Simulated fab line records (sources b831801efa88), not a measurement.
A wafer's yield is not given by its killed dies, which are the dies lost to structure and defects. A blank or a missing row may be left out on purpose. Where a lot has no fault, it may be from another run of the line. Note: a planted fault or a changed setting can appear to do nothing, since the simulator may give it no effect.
Chamber matching    flow sky130    4 sister chambers for SKY_VIA2_ETCH_14 on rie diel-01
The step etches BARC in N2/H2, stops on SiO2, time 45.9 s, target depth 60 nm. 4 wafers are shown with their chamber, then 7 later ones without.

## WAFERS WITH THEIR CHAMBER
wafer   chamber  throttle valve pct (%)
L081.1  2        13.216
L081.4  0        13.227
L082.2  3        13.205
L082.3  1        13.240

## WAFERS WITH NO CHAMBER GIVEN
wafer   throttle valve pct (%)
L082.6  13.241
L087.3  13.227
L087.4  13.241
L087.6  13.227
L092.3  13.220
L092.4  13.223
L092.5  13.235

## WHICH CHAMBER EACH ONE RAN IN
wafer    from the rows above       in truth
L082.6   1                         1
L087.3   0                         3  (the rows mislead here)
L087.4   1                         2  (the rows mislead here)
L087.6   0                         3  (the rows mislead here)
L092.3   can't be placed: 2 or 0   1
L092.4   can't be placed: 0 or 2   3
L092.5   can't be placed: 1 or 0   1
Correct placement for 1 of the 7. From these rows, 3 cannot be placed; in 1 the true chamber is one of the candidates. Wrongly placed: 3.
How it was worked out, from the rows above alone: a wafer's distance from a chamber is the root of the sum, over the readings, of the square of ((its reading less the chamber's mean) divided by the reading's scatter). The wafer belongs to the nearest chamber; if the next one is less than 2 further off, it can't be placed. The mean given for a chamber averages the wafers shown for that chamber. The scatter: root of mean squared gap, hidden wafer to nearest shown wafer, with one shown wafer a chamber.
